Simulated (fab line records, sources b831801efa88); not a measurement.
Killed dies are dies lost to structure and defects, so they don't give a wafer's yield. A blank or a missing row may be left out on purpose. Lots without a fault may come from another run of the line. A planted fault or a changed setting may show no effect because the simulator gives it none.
Chamber matching | flow gf180mcu | GF_V4_CMP_04 on cmp-01: 4 sister chambers
The step polishes SiO2. 8 wafers are shown with their chamber, then 8 later ones without.

WAFERS WITH THEIR CHAMBER
wafer  | chamber | motor_current_A (A) | time_to_endpoint_s (s)
L348.5 | 2       | 11.8                | 90
L349.1 | 3       | 14.9                | 83
L350.3 | 2       | 12.6                | 75
L350.5 | 0       | 10.5                | 80
L351.2 | 3       | 14.9                | 80
L351.6 | 1       | 12.7                | 77
L355.4 | 0       | 10.7                | 86
L366.1 | 1       | 13.1                | 70

WAFERS WITHOUT THEIR CHAMBER
wafer  | motor_current_A (A) | time_to_endpoint_s (s)
L366.3 | 13.4                | 68
L366.5 | 14.8                | 86
L367.1 | 10.8                | 80
L367.2 | 13.2                | 78
L367.3 | 14.9                | 75
L369.3 | 15.3                | 77
L369.4 | 10.8                | 81
L369.5 | 12.5                | 89

WHICH CHAMBER EACH WENT THROUGH
wafer  | from the rows above     | in truth
L366.3 | 1                       | 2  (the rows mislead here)
L366.5 | 3                       | 3
L367.1 | 0                       | 0
L367.2 | can't be placed: 1 or 2 | 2
L367.3 | 3                       | 3
L369.3 | 3                       | 3
L369.4 | 0                       | 0
L369.5 | can't be placed: 2 or 1 | 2
Placed correctly: 5 of 8. Can't be placed from these rows: 2 (the true chamber is among the candidates in 2). Placed wrongly: 1.
How it was worked out, from the rows above alone: a wafer's distance from a chamber is the root of the sum, over the readings, of the square of ((its reading less the chamber's mean) divided by the reading's scatter). The wafer belongs to the nearest chamber; if the next one is less than 2 further off, it can't be placed. A chamber's mean is the mean of its shown wafers. The scatter: the root of (the sum of the squares of (reading less its chamber's mean) over the shown wafers, divided by (wafers less chambers)).
